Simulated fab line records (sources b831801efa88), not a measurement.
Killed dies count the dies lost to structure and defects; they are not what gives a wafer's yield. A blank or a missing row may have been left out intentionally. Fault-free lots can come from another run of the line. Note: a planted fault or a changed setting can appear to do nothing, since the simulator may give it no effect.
fab line records | flow gf180mcu | part 1 of 2: steps 1 to 32 of 40
record: lots: 5 | wafers: 15 | lastDay: 33
route steps=602 shown MVSD@136 NWELL@137 LVPWELL@138 MVPSD@139 VT_IMPLANT@140 DUAL_GATE@141 POLY_GATE@157
lots that met no fault: taken from a fault-free run of the same line
startH: start of the lot's first displayed wafer, in hours after the record's first day | waitH: how many hours have passed since the lot's step before this one | " repeats the value in the row above | L1.1+2: one row covering several wafers at once | - either no value or no given start | * or withheld: withheld | < > ~ a bound
route shown NAME@n: NAME is a module with steps in the file, n the number in the route of the first one | usual: the fault-free wafers' mean and standard deviation | same: alike in all rows | chamber/n: place in a boat | sites: each site's reading | _std_site: their standard deviation | _edge_site: outer sites' mean less inner sites' | radiusMm: for every site, how far away it sits from the centre of the wafer | mask NAME#n: copy n | behind: tool/chamber where the wafer was last shaped | hold: why the lot went on hold/how many hours it stayed there/how the hold came to an end | device: the transistor (n, p or np) that didn't switch | end of line: at the end of the route, the tests of the same wafers | a step given without rows: its recipe and nothing more | killed: dies that structure and defects cost at the first sort, which is not the same as the wafer's yield | map: a wafer's dies, marking killed ones x, the rest . and places with no die _
set.NAME: the run value of the setting; set.NAME@STEP: its run value at that earlier step | model.NAME: the simulator's own value behind a step, which no gauge read
lots at selected steps of the route; one table per step, one row per wafer
services: the hour from which a tool's chamber was out of use, counted from the record's first day as startH (under 0 if before that day), plus the number of hours and why
== steps ==
step: GF_VT_IMPLANT_RS_MEAS_46
recipe: thkMeasGauge: four-point-probe
usual: MVSD_RS: 457.2/1
lot.wafer | tool         | chamber | startH | waitH | MVSD_RS[ohm/sq]
L078.2    | filmMetro-03 | -       | 183.07 | 0.1   | 458.8
L078.4    | "            | -       | "      | "     | 459.1
L078.6    | "            | -       | "      | "     | 458.2
L081.1    | filmMetro-01 | -       | 202.09 | 0.1   | 456.0
L081.4    | "            | -       | "      | "     | 455.0
L081.5    | "            | -       | "      | "     | 455.0
L084.1    | filmMetro-01 | -       | 224.39 | 0.1   | 457.8
L084.5    | "            | -       | "      | "     | 456.8
L084.6    | "            | -       | "      | "     | 456.6
L086.3    | filmMetro-04 | -       | 237.13 | 0.1   | 458.7
L086.4    | "            | -       | "      | "     | 457.0
L086.6    | "            | -       | "      | "     | 456.9
L093.1    | filmMetro-03 | -       | 292.35 | 0.2   | 457.7
L093.2    | "            | -       | "      | "     | 457.1
L093.4    | "            | -       | "      | "     | 457.2
step: GF_VT_IMPLANT_RS_MEAS_47
recipe: thkMeasGauge: four-point-probe
usual: NWELL_RS: 488.1/1.2
lot.wafer | tool         | chamber | startH | waitH | NWELL_RS[ohm/sq]
L078.2    | filmMetro-03 | -       | 183.19 | 0.1   | 489.4
L078.4    | "            | -       | "      | "     | 488.5
L078.6    | "            | -       | "      | "     | 488.6
L081.1    | filmMetro-01 | -       | 202.21 | 0.1   | 487.6
L081.4    | "            | -       | "      | "     | 487.1
L081.5    | "            | -       | "      | "     | 488.4
L084.1    | filmMetro-01 | -       | 224.51 | 0.1   | 488.8
L084.5    | "            | -       | "      | "     | 488.8
L084.6    | "            | -       | "      | "     | 489.2
L086.3    | filmMetro-04 | -       | 237.25 | 0.1   | 488.3
L086.4    | "            | -       | "      | "     | 489.7
L086.6    | "            | -       | "      | "     | 488.7
L093.1    | filmMetro-03 | -       | 292.47 | 0.1   | 488.2
L093.2    | "            | -       | "      | "     | 488.2
L093.4    | "            | -       | "      | "     | 487.2
step: GF_VT_IMPLANT_RS_MEAS_48
recipe: thkMeasGauge: four-point-probe
usual: LVPWELL_RS: 1197/3.2
lot.wafer | tool         | chamber | startH | waitH | LVPWELL_RS[ohm/sq]
L078.2    | filmMetro-03 | -       | 183.31 | 0.1   | 1199
L078.4    | "            | -       | "      | "     | 1202
L078.6    | "            | -       | "      | "     | 1203
L081.1    | filmMetro-01 | -       | 202.33 | 0.1   | 1192
L081.4    | "            | -       | "      | "     | 1196
L081.5    | "            | -       | "      | "     | 1196
L084.1    | filmMetro-01 | -       | 224.63 | 0.1   | 1200
L084.5    | "            | -       | "      | "     | 1197
L084.6    | "            | -       | "      | "     | 1198
L086.3    | filmMetro-04 | -       | 237.37 | 0.1   | 1200
L086.4    | "            | -       | "      | "     | 1195
L086.6    | "            | -       | "      | "     | 1198
L093.1    | filmMetro-03 | -       | 292.59 | 0.1   | 1196
L093.2    | "            | -       | "      | "     | 1195
L093.4    | "            | -       | "      | "     | 1193
step: GF_VT_IMPLANT_RS_MEAS_49
recipe: thkMeasGauge: four-point-probe
usual: MVPSD_RS: 1170.0/3
lot.wafer | tool         | chamber | startH | waitH | MVPSD_RS[ohm/sq]
L078.2    | filmMetro-03 | -       | 183.43 | 0.1   | 1169.6
L078.4    | "            | -       | "      | "     | 1166.9
L078.6    | "            | -       | "      | "     | 1169.1
L081.1    | filmMetro-01 | -       | 202.45 | 0.1   | 1162.5
L081.4    | "            | -       | "      | "     | 1164.3
L081.5    | "            | -       | "      | "     | 1171.9
L084.1    | filmMetro-01 | -       | 224.75 | 0.1   | 1168.4
L084.5    | "            | -       | "      | "     | 1169.3
L084.6    | "            | -       | "      | "     | 1173.9
L086.3    | filmMetro-04 | -       | 237.49 | 0.1   | 1171.8
L086.4    | "            | -       | "      | "     | 1168.8
L086.6    | "            | -       | "      | "     | 1163.3
L093.1    | filmMetro-03 | -       | 292.71 | 0.1   | 1174.3
L093.2    | "            | -       | "      | "     | 1169.3
L093.4    | "            | -       | "      | "     | 1168.2
step: GF_VT_IMPLANT_WET_ETCH_50
recipe: chemistry: dHF | targetDepthNm: 20 | target: SiO2 | tempC: 25 | dilution: 100:1 | timeS: 400
usual: bathHeatDutyPct: 5.8/0.76
lot.wafer | tool        | chamber | startH | waitH | bathHeatDutyPct
L078.2    | wetBench-03 | 2       | 183.53 | 0.1   | 6.3
L078.4    | "           | 2       | "      | "     | 6.7
L078.6    | "           | 2       | "      | "     | 6.9
L081.1    | wetBench-04 | 2       | 202.57 | 0.1   | 4.3
L081.4    | "           | 2       | "      | "     | 4.7
L081.5    | "           | 2       | "      | "     | 5.0
L084.1    | wetBench-03 | 1       | 224.87 | 0.1   | 5.4
L084.5    | "           | 1       | "      | "     | 5.3
L084.6    | "           | 1       | "      | "     | 5.5
L086.3    | wetBench-01 | 2       | 237.57 | 0.1   | 6.8
L086.4    | "           | 2       | "      | "     | 6.3
L086.6    | "           | 2       | "      | "     | 6.0
L093.1    | wetBench-03 | 1       | 292.83 | 0.1   | 5.1
L093.2    | "           | 1       | "      | "     | 5.6
L093.4    | "           | 1       | "      | "     | 5.2
step: GF_DUAL_GATE_CLEAN_00
recipe: chemistry: SC1/SC2 | mix: 1:4:20 | tempC: 70 | timeS: 150
usual: bathHeatDutyPct: 13.1/1.4
lot.wafer | tool        | chamber | startH | waitH | bathHeatDutyPct
L078.2    | wetBench-03 | 2       | 183.65 | 0.0   | 14.0
L078.4    | "           | 2       | "      | "     | 14.7
L078.6    | "           | 2       | "      | "     | 15.7
L081.1    | wetBench-04 | 0       | 202.69 | 0.0   | 10.9
L081.4    | "           | 0       | "      | "     | 12.7
L081.5    | "           | 0       | "      | "     | 11.7
L084.1    | wetBench-04 | 2       | 224.99 | 0.0   | 11.4
L084.5    | "           | 2       | "      | "     | 9.9
L084.6    | "           | 2       | "      | "     | 11.7
L086.3    | wetBench-03 | 2       | 237.70 | 0.0   | 16.9
L086.4    | "           | 2       | "      | "     | 15.0
L086.6    | "           | 2       | "      | "     | 15.4
L093.1    | wetBench-04 | 1       | 292.97 | 0.0   | 13.0
L093.2    | "           | 1       | "      | "     | 11.6
L093.4    | "           | 1       | "      | "     | 13.1
step: GF_DUAL_GATE_CLEAN_01
recipe: chemistry: dHF | timeS: 20 | dilution: 100:1 | dry: ipaMarangoni
lot.wafer  | tool        | chamber | startH | waitH
L078.2+4+6 | wetBench-03 | 2       | 183.70 | 0.0
L081.1+4+5 | wetBench-04 | 1       | 202.74 | 0.0
L084.1+5+6 | wetBench-01 | 0       | 225.04 | 0.0
L086.3+4+6 | wetBench-04 | 0       | 237.75 | 0.0
L093.1+2+4 | wetBench-01 | 1       | 293.02 | 0.0
step: GF_DUAL_GATE_OXIDATION_02
recipe: tempC: 900 | ambient: O2 | stabiliseS: 600 | purgeS: 300 | targetThkA: 108.87 | oxTimeS: 1602
usual: tubeCenterTempC: 900.02/0.075
lot.wafer | tool       | chamber | startH | waitH | tubeCenterTempC
L078.2    | furnace-02 | 0       | 185.15 | 1.4   | 899.99
L078.4    | "          | 0       | "      | "     | 900.12
L078.6    | "          | 0       | "      | "     | 899.95
L081.1    | furnace-01 | 0       | 202.75 | 0.0   | 900.07
L081.4    | "          | 0       | "      | "     | 900.05
L081.5    | "          | 0       | "      | "     | 900.04
L084.1    | furnace-01 | 0       | 225.05 | 0.0   | 899.88
L084.5    | "          | 0       | "      | "     | 900.18
L084.6    | "          | 0       | "      | "     | 900.03
L086.3    | furnace-01 | 0       | 237.76 | 0.0   | 900.08
L086.4    | "          | 0       | "      | "     | 900
L086.6    | "          | 0       | "      | "     | 900.02
L093.1    | furnace-01 | 0       | 293.03 | 0.0   | 900.02
L093.2    | "          | 0       | "      | "     | 899.99
L093.4    | "          | 0       | "      | "     | 900
step: GF_DUAL_GATE_THK_MEAS_03
recipe: reads: SiO2_of_DUAL_GATE_OXIDATION_02
usual: DUAL_GATE_OXIDATION_00_THK: 10.94/0.22
lot.wafer | tool         | chamber | startH | waitH | DUAL_GATE_OXIDATION_00_THK[nm]
L078.2    | filmMetro-03 | -       | 186.61 | 0.0   | 10.95
L078.4    | "            | -       | "      | "     | 10.89
L078.6    | "            | -       | "      | "     | 10.93
L081.1    | filmMetro-04 | -       | 204.20 | 0.0   | 10.78
L081.4    | "            | -       | "      | "     | 10.74
L081.5    | "            | -       | "      | "     | 10.61
L084.1    | filmMetro-02 | -       | 226.50 | 0.0   | 10.82
L084.5    | "            | -       | "      | "     | 11.03
L084.6    | "            | -       | "      | "     | 11.24
L086.3    | filmMetro-02 | -       | 239.23 | 0.0   | 10.89
L086.4    | "            | -       | "      | "     | 10.94
L086.6    | "            | -       | "      | "     | 10.77
L093.1    | filmMetro-02 | -       | 294.48 | 0.0   | 10.45
L093.2    | "            | -       | "      | "     | 10.51
L093.4    | "            | -       | "      | "     | 10.68
step: GF_DUAL_GATE_DEHYDRATE_04
recipe: tempC: 200 | timeS: 60
lot.wafer  | tool          | chamber | startH | waitH
L078.2+4+6 | lithoTrack-04 | 0       | 194.28 | 7.7
L081.1+4+5 | lithoTrack-01 | 0       | 212.46 | 8.3
L084.1+5+6 | lithoTrack-01 | 0       | 235.01 | 8.5
L086.3+4+6 | lithoTrack-02 | 0       | 247.61 | 8.4
L093.1+2+4 | lithoTrack-02 | 0       | 303.96 | 9.5
step: GF_DUAL_GATE_HMDS_05
recipe: primeTimeS: 60 | primeTempC: 120
lot.wafer  | tool          | chamber | startH | waitH
L078.2+4+6 | lithoTrack-04 | 0       | 194.43 | 0.1
L081.1+4+5 | lithoTrack-01 | 0       | 212.61 | 0.1
L084.1+5+6 | lithoTrack-01 | 0       | 235.16 | 0.1
L086.3+4+6 | lithoTrack-02 | 0       | 247.76 | 0.1
L093.1+2+4 | lithoTrack-02 | 0       | 304.11 | 0.1
step: GF_DUAL_GATE_COAT_06
recipe: resist: NOVOLAK | spinRpm: 3000 | resistThkNm: 1000
usual: spinSpeedRpm: 2999.7/1.7
lot.wafer | tool          | chamber | startH | waitH | spinSpeedRpm
L078.2    | lithoTrack-04 | 0       | 194.58 | 0.1   | 2997.5
L078.4    | "             | 0       | "      | "     | 2999.1
L078.6    | "             | 0       | "      | "     | 2999.1
L081.1    | lithoTrack-01 | 0       | 212.76 | 0.1   | 2997.1
L081.4    | "             | 0       | "      | "     | 3000.9
L081.5    | "             | 0       | "      | "     | 2996.8
L084.1    | lithoTrack-01 | 0       | 235.31 | 0.1   | 3000.5
L084.5    | "             | 0       | "      | "     | 2999.6
L084.6    | "             | 0       | "      | "     | 3001.8
L086.3    | lithoTrack-02 | 0       | 247.91 | 0.1   | 3000.3
L086.4    | "             | 0       | "      | "     | 3000.3
L086.6    | "             | 0       | "      | "     | 3000.0
L093.1    | lithoTrack-02 | 0       | 304.26 | 0.1   | 2997.4
L093.2    | "             | 0       | "      | "     | 3000.3
L093.4    | "             | 0       | "      | "     | 2996.6
step: GF_DUAL_GATE_SOFTBAKE_07
recipe: tempC: 90 | timeS: 60 | resist: NOVOLAK
lot.wafer  | tool          | chamber | startH | waitH
L078.2+4+6 | lithoTrack-04 | 0       | 194.73 | 0.1
L081.1+4+5 | lithoTrack-01 | 0       | 212.91 | 0.1
L084.1+5+6 | lithoTrack-01 | 0       | 235.46 | 0.1
L086.3+4+6 | lithoTrack-02 | 0       | 248.06 | 0.1
L093.1+2+4 | lithoTrack-02 | 0       | 304.41 | 0.1
step: GF_DUAL_GATE_EXPOSE_08
recipe: maskId: Dualgate | targetCdNm: 700 | na: 0.6 | sourceShape: conventional | sigmaOuter: 0.6 | doseMj: 140
usual: exposureDoseMJCm2: 139.99/0.14
lot.wafer | tool            | chamber | startH | waitH | mask       | exposureDoseMJCm2
L078.2    | ilineStepper-02 | 0       | -      | -     | Dualgate#0 | 139.96
L078.4    | "               | 0       | "      | "     | Dualgate#0 | 139.74
L078.6    | "               | 0       | "      | "     | Dualgate#0 | 139.91
L081.1    | ilineStepper-02 | 0       | -      | -     | Dualgate#0 | 139.74
L081.4    | "               | 0       | "      | "     | Dualgate#0 | 139.99
L081.5    | "               | 0       | "      | "     | Dualgate#0 | 140.11
L084.1    | ilineStepper-02 | 0       | -      | -     | Dualgate#0 | 140.24
L084.5    | "               | 0       | "      | "     | Dualgate#0 | 140.03
L084.6    | "               | 0       | "      | "     | Dualgate#0 | 140.27
L086.3    | ilineStepper-01 | 0       | -      | -     | Dualgate#0 | 139.79
L086.4    | "               | 0       | "      | "     | Dualgate#0 | 139.77
L086.6    | "               | 0       | "      | "     | Dualgate#0 | 139.81
L093.1    | ilineStepper-01 | 0       | -      | -     | Dualgate#0 | 139.96
L093.2    | "               | 0       | "      | "     | Dualgate#0 | 139.91
L093.4    | "               | 0       | "      | "     | Dualgate#0 | 139.86
step: GF_DUAL_GATE_PEB_09
recipe: tempC: withheld | timeS: * | resist: NOVOLAK
lot.wafer  | tool          | chamber | startH | waitH
L078.2+4+6 | lithoTrack-04 | 0       | -      | -
L081.1+4+5 | lithoTrack-02 | 0       | -      | -
L084.1+5+6 | lithoTrack-01 | 0       | -      | -
L086.3+4+6 | lithoTrack-02 | 0       | -      | -
L093.1+2+4 | lithoTrack-04 | 0       | -      | -
step: GF_DUAL_GATE_DEVELOP_10
recipe: developTimeS: 60 | devTempC: 23
lot.wafer  | tool          | chamber | startH | waitH
L078.2+4+6 | lithoTrack-04 | 0       | 203.18 | 0.1
L081.1+4+5 | lithoTrack-02 | 0       | 221.46 | 0.1
L084.1+5+6 | lithoTrack-01 | 0       | 244.46 | 0.1
L086.3+4+6 | lithoTrack-02 | 0       | 256.96 | 0.1
L093.1+2+4 | lithoTrack-04 | 0       | 315.20 | 0.1
step: GF_DUAL_GATE_OVL_MEAS_11
usual: DUAL_GATE_OVL: -0.2/1.4
lot.wafer | tool       | chamber | startH | waitH | DUAL_GATE_OVL[nm]
L078.2    | overlay-02 | -       | 203.31 | 0.1   | -0.2
L078.4    | "          | -       | "      | "     | 1.7
L078.6    | "          | -       | "      | "     | 0.8
L081.1    | overlay-02 | -       | 221.61 | 0.1   | -1.0
L081.4    | "          | -       | "      | "     | 1.1
L081.5    | "          | -       | "      | "     | 1.2
L084.1    | overlay-02 | -       | 244.61 | 0.1   | -0.3
L084.5    | "          | -       | "      | "     | -0.5
L084.6    | "          | -       | "      | "     | -0.5
L086.3    | overlay-01 | -       | 257.07 | 0.1   | -1.7
L086.4    | "          | -       | "      | "     | 1.1
L086.6    | "          | -       | "      | "     | -0.6
L093.1    | overlay-02 | -       | 315.35 | 0.1   | -3.1
L093.2    | "          | -       | "      | "     | -2.7
L093.4    | "          | -       | "      | "     | -2.7
step: GF_DUAL_GATE_WET_ETCH_12
recipe: chemistry: dHF | targetDepthNm: 13 | dry: n2Spin | target: SiO2 | tempC: 25 | dilution: 100:1 | timeS: 260
usual: bathHeatDutyPct: 5.9/0.76
lot.wafer | tool        | chamber | startH | waitH | bathHeatDutyPct
L078.2    | wetBench-04 | 1       | 203.34 | 0.0   | 5.9
L078.4    | "           | 1       | "      | "     | 6.3
L078.6    | "           | 1       | "      | "     | 5.1
L081.1    | wetBench-01 | 3       | 221.65 | 0.0   | 7.2
L081.4    | "           | 3       | "      | "     | 6.6
L081.5    | "           | 3       | "      | "     | 6.3
L084.1    | wetBench-04 | 0       | 244.64 | 0.0   | 5.2
L084.5    | "           | 0       | "      | "     | 5.3
L084.6    | "           | 0       | "      | "     | 6.0
L086.3    | wetBench-04 | 3       | 257.10 | 0.0   | 6.4
L086.4    | "           | 3       | "      | "     | 6.1
L086.6    | "           | 3       | "      | "     | 6.8
L093.1    | wetBench-01 | 3       | 315.39 | 0.0   | 7.3
L093.2    | "           | 3       | "      | "     | 7.1
L093.4    | "           | 3       | "      | "     | 5.7
step: GF_DUAL_GATE_STRIP_13
recipe: chemistry: O2/N2 | powerW: 1400 | pressureMtorr: 1500 | platenTempC: 250 | o2FlowSccm: 3000 | n2FlowSccm: 300 | overashFraction: 0.5
usual: drypumpMotorCurrentA: 5.9/0.49 | heaterPowerW: 348/27 | oesProductAu: 0.716/0.0044 | stripTimeToEndpointS: 12.63/0.032
lot.wafer | tool           | chamber | startH | waitH | drypumpMotorCurrentA | heaterPowerW | oesProductAu | rfHoursCounterH | stripTimeToEndpointS
L078.2    | plasmaAsher-04 | 0       | 203.42 | 0.0   | 5.8                  | 361          | 0.711        | 41              | 12.65
L078.4    | "              | 0       | "      | "     | 5.8                  | 361          | 0.717        | -               | 12.62
L078.6    | "              | 1       | "      | "     | 5.0                  | 322          | 0.722        | -               | 12.63
L081.1    | plasmaAsher-02 | 0       | 221.73 | 0.0   | 6.5                  | 397          | 0.708        | 11              | 12.72
L081.4    | "              | 0       | "      | "     | 6.5                  | 373          | 0.714        | -               | 12.68
L081.5    | "              | 1       | "      | "     | 5.5                  | 300          | 0.713        | -               | 12.66
L084.1    | plasmaAsher-03 | 1       | 244.74 | 0.0   | 5.7                  | 357          | 0.718        | 57              | 12.63
L084.5    | "              | 1       | "      | "     | 5.7                  | 355          | 0.719        | -               | 12.62
L084.6    | "              | 0       | "      | "     | 6.4                  | 349          | 0.717        | -               | 12.67
L086.3    | plasmaAsher-03 | 0       | 257.22 | 0.0   | 6.3                  | 344          | 0.713        | -               | 12.57
L086.4    | "              | 1       | "      | "     | 5.6                  | 367          | 0.712        | -               | 12.57
L086.6    | "              | 0       | "      | "     | 6.3                  | 355          | 0.715        | -               | 12.56
L093.1    | plasmaAsher-02 | 0       | 315.48 | 0.0   | 6.5                  | 375          | 0.718        | 21              | 12.62
L093.2    | "              | 1       | "      | "     | 5.5                  | 298          | 0.721        | 21              | 12.61
L093.4    | "              | 1       | "      | "     | 5.5                  | 298          | 0.710        | -               | 12.62
step: GF_DUAL_GATE_CLEAN_14
recipe: chemistry: SC1/SC2 | mix: 1:4:20 | tempC: 70 | timeS: 150 | dry: n2Spin
usual: bathHeatDutyPct: 12.6/1.3
lot.wafer | tool        | chamber | startH | waitH | bathHeatDutyPct
L078.2    | wetBench-03 | 2       | 203.52 | 0.1   | 14.4
L078.4    | "           | 2       | "      | "     | 15.2
L078.6    | "           | 2       | "      | "     | 15.0
L081.1    | wetBench-03 | 1       | 221.83 | 0.1   | 12.3
L081.4    | "           | 1       | "      | "     | 11.0
L081.5    | "           | 1       | "      | "     | 11.7
L084.1    | wetBench-01 | 2       | 244.84 | 0.1   | 12.5
L084.5    | "           | 2       | "      | "     | 14.3
L084.6    | "           | 2       | "      | "     | 12.7
L086.3    | wetBench-03 | 2       | 257.28 | 0.0   | 14.2
L086.4    | "           | 2       | "      | "     | 13.8
L086.6    | "           | 2       | "      | "     | 14.6
L093.1    | wetBench-04 | 2       | 315.58 | 0.1   | 10.4
L093.2    | "           | 2       | "      | "     | 9.3
L093.4    | "           | 2       | "      | "     | 9.4
step: GF_DUAL_GATE_OXIDATION_15
recipe: tempC: 850 | ambient: O2 | stabiliseS: 600 | purgeS: 300 | targetThkA: 70.98 | oxTimeS: 1995
usual: tubeCenterTempC: 850/0.075
lot.wafer | tool       | chamber | startH | waitH | tubeCenterTempC
L078.2    | furnace-01 | 0       | 204.20 | 0.6   | 849.99
L078.4    | "          | 0       | "      | "     | 849.91
L078.6    | "          | 0       | "      | "     | 849.98
L081.1    | furnace-02 | 0       | 221.88 | 0.0   | 850.02
L081.4    | "          | 0       | "      | "     | 849.91
L081.5    | "          | 0       | "      | "     | 849.86
L084.1    | furnace-01 | 0       | 246.04 | 1.2   | 849.97
L084.5    | "          | 0       | "      | "     | 850.11
L084.6    | "          | 0       | "      | "     | 849.91
L086.3    | furnace-01 | 0       | 257.54 | 0.2   | 850.03
L086.4    | "          | 0       | "      | "     | 849.94
L086.6    | "          | 0       | "      | "     | 849.89
L093.1    | furnace-01 | 0       | 316.11 | 0.5   | 850.11
L093.2    | "          | 0       | "      | "     | 849.95
L093.4    | "          | 0       | "      | "     | 850.02
step: GF_POLY_GATE_CVD_00
recipe: material: poly-Si | targetThkNm: 200 | tempC: 620 | timeS: 1200 | pressureMtorr: 200
lot.wafer  | tool     | chamber | startH | waitH
L078.2+4+6 | lpcvd-01 | 0       | 205.75 | 0.0
L081.1+4+5 | lpcvd-02 | 0       | 223.44 | 0.0
L084.1+5+6 | lpcvd-01 | 1       | 247.60 | 0.0
L086.3+4+6 | lpcvd-01 | 1       | 259.10 | 0.0
L093.1+2+4 | lpcvd-02 | 0       | 318.56 | 0.9
step: GF_POLY_GATE_THK_MEAS_01
recipe: reads: poly-Si_of_POLY_GATE_CVD_00
usual: POLY_GATE_CVD_00_THK: 199.2/2.3
lot.wafer | tool         | chamber | startH | waitH | POLY_GATE_CVD_00_THK[nm]
L078.2    | filmMetro-02 | -       | 207.10 | 0.0   | 200.0
L078.4    | "            | -       | "      | "     | 201.0
L078.6    | "            | -       | "      | "     | 200.3
L081.1    | filmMetro-03 | -       | 224.77 | 0.0   | 196.2
L081.4    | "            | -       | "      | "     | 195.1
L081.5    | "            | -       | "      | "     | 196.1
L084.1    | filmMetro-01 | -       | 248.93 | 0.0   | 197.7
L084.5    | "            | -       | "      | "     | 199.8
L084.6    | "            | -       | "      | "     | 200.5
L086.3    | filmMetro-01 | -       | 260.45 | 0.0   | 197.6
L086.4    | "            | -       | "      | "     | 199.0
L086.6    | "            | -       | "      | "     | 198.8
L093.1    | filmMetro-03 | -       | 319.89 | 0.0   | 199.9
L093.2    | "            | -       | "      | "     | 199.8
L093.4    | "            | -       | "      | "     | 198.9
step: GF_POLY_GATE_DEHYDRATE_02
recipe: tempC: 200 | timeS: 60
lot.wafer  | tool          | chamber | startH | waitH
L078.2+4+6 | lithoTrack-01 | 0       | 215.38 | 8.3
L081.1+4+5 | lithoTrack-04 | 0       | 233.36 | 8.6
L084.1+5+6 | lithoTrack-04 | 0       | 257.20 | 8.3
L086.3+4+6 | lithoTrack-04 | 0       | 269.40 | 8.9
L093.1+2+4 | lithoTrack-04 | 0       | 329.85 | 10.0
step: GF_POLY_GATE_HMDS_03
recipe: primeTimeS: 60 | primeTempC: 120
lot.wafer  | tool          | chamber | startH | waitH
L078.2+4+6 | lithoTrack-01 | 0       | 215.53 | 0.1
L081.1+4+5 | lithoTrack-04 | 0       | 233.51 | 0.1
L084.1+5+6 | lithoTrack-04 | 0       | 257.35 | 0.1
L086.3+4+6 | lithoTrack-04 | 0       | 269.55 | 0.1
L093.1+2+4 | lithoTrack-04 | 0       | 330.00 | 0.1
step: GF_POLY_GATE_COAT_04
recipe: resist: BARC | tempC: withheld | timeS: withheld | spinRpm: withheld | resistThkNm: withheld
lot.wafer  | tool          | chamber | startH | waitH
L078.2+4+6 | lithoTrack-01 | 0       | 215.68 | 0.1
L081.1+4+5 | lithoTrack-04 | 0       | 233.66 | 0.1
L084.1+5+6 | lithoTrack-04 | 0       | 257.50 | 0.1
L086.3+4+6 | lithoTrack-04 | 0       | 269.70 | 0.1
L093.1+2+4 | lithoTrack-04 | 0       | 330.15 | 0.1
step: GF_POLY_GATE_COAT_05
recipe: resist: KrF | spinRpm: withheld | resistThkNm: 700
lot.wafer  | tool          | chamber | startH | waitH
L078.2+4+6 | lithoTrack-01 | 0       | -      | -
L081.1+4+5 | lithoTrack-04 | 0       | -      | -
L084.1+5+6 | lithoTrack-04 | 0       | -      | -
L086.3+4+6 | lithoTrack-04 | 0       | -      | -
L093.1+2+4 | lithoTrack-04 | 0       | -      | -
step: GF_POLY_GATE_SOFTBAKE_06
recipe: tempC: 130 | timeS: 60 | resist: KrF
lot.wafer  | tool          | chamber | startH | waitH
L078.2+4+6 | lithoTrack-01 | 0       | -      | -
L081.1+4+5 | lithoTrack-04 | 0       | -      | -
L084.1+5+6 | lithoTrack-04 | 0       | -      | -
L086.3+4+6 | lithoTrack-04 | 0       | -      | -
L093.1+2+4 | lithoTrack-04 | 0       | -      | -
step: GF_POLY_GATE_EXPOSE_07
recipe: maskId: Poly2 | targetCdNm: 280 | na: 0.68 | sourceShape: conventional | sigmaOuter: 0.6 | doseMj: 28
usual: exposureDoseMJCm2: 28.006/0.029
lot.wafer | tool          | chamber | startH | waitH | mask    | exposureDoseMJCm2
L078.2    | krfScanner-01 | 0       | -      | -     | Poly2#0 | 28.000
L078.4    | "             | 0       | "      | "     | Poly2#0 | 28.000
L078.6    | "             | 0       | "      | "     | Poly2#0 | 28.005
L081.1    | krfScanner-02 | 0       | -      | -     | Poly2#0 | 27.968
L081.4    | "             | 0       | "      | "     | Poly2#0 | 27.979
L081.5    | "             | 0       | "      | "     | Poly2#0 | 27.970
L084.1    | krfScanner-02 | 0       | -      | -     | Poly2#0 | 28.077
L084.5    | "             | 0       | "      | "     | Poly2#0 | 28.048
L084.6    | "             | 0       | "      | "     | Poly2#0 | 28.034
L086.3    | krfScanner-01 | 0       | -      | -     | Poly2#0 | 28.021
L086.4    | "             | 0       | "      | "     | Poly2#0 | 28.007
L086.6    | "             | 0       | "      | "     | Poly2#0 | 28.030
L093.1    | krfScanner-02 | 0       | -      | -     | Poly2#0 | 27.995
L093.2    | "             | 0       | "      | "     | Poly2#0 | 27.966
L093.4    | "             | 0       | "      | "     | Poly2#0 | 27.972
step: GF_POLY_GATE_PEB_08
recipe: pebTempC: 135 | pebTimeS: 90 | resist: KrF
lot.wafer  | tool          | chamber | startH | waitH
L078.2+4+6 | lithoTrack-01 | 0       | -      | -
L081.1+4+5 | lithoTrack-03 | 0       | -      | -
L084.1+5+6 | lithoTrack-03 | 0       | -      | -
L086.3+4+6 | lithoTrack-01 | 0       | -      | -
L093.1+2+4 | lithoTrack-04 | 0       | -      | -
step: GF_POLY_GATE_DEVELOP_09
recipe: developTimeS: 60 | resist: KrF | devTempC: 21
lot.wafer  | tool          | chamber | startH | waitH
L078.2+4+6 | lithoTrack-01 | 0       | 224.73 | 0.2
L081.1+4+5 | lithoTrack-03 | 0       | 242.49 | 0.2
L084.1+5+6 | lithoTrack-03 | 0       | 267.14 | 0.2
L086.3+4+6 | lithoTrack-01 | 0       | 279.46 | 0.1
L093.1+2+4 | lithoTrack-04 | 0       | 341.05 | 0.2
step: GF_POLY_GATE_CD_MEAS_10
recipe: targetCdNm: 280
usual: cdNm: 279.8/1.1
lot.wafer | tool     | chamber | startH | waitH | cdNm
L078.2    | cdSem-01 | -       | 224.88 | 0.1   | 279.8
L078.4    | "        | -       | "      | "     | 278.4
L078.6    | "        | -       | "      | "     | 278.7
L081.1    | cdSem-02 | -       | 242.64 | 0.1   | 279.5
L081.4    | "        | -       | "      | "     | 280.3
L081.5    | "        | -       | "      | "     | 279.8
L084.1    | cdSem-01 | -       | 267.29 | 0.1   | 281.1
L084.5    | "        | -       | "      | "     | 282.2
L084.6    | "        | -       | "      | "     | 280.0
L086.3    | cdSem-01 | -       | 279.60 | 0.1   | 280.9
L086.4    | "        | -       | "      | "     | 279.8
L086.6    | "        | -       | "      | "     | 279.5
L093.1    | cdSem-02 | -       | 341.20 | 0.1   | 279.9
L093.2    | "        | -       | "      | "     | 280.7
L093.4    | "        | -       | "      | "     | 279.9
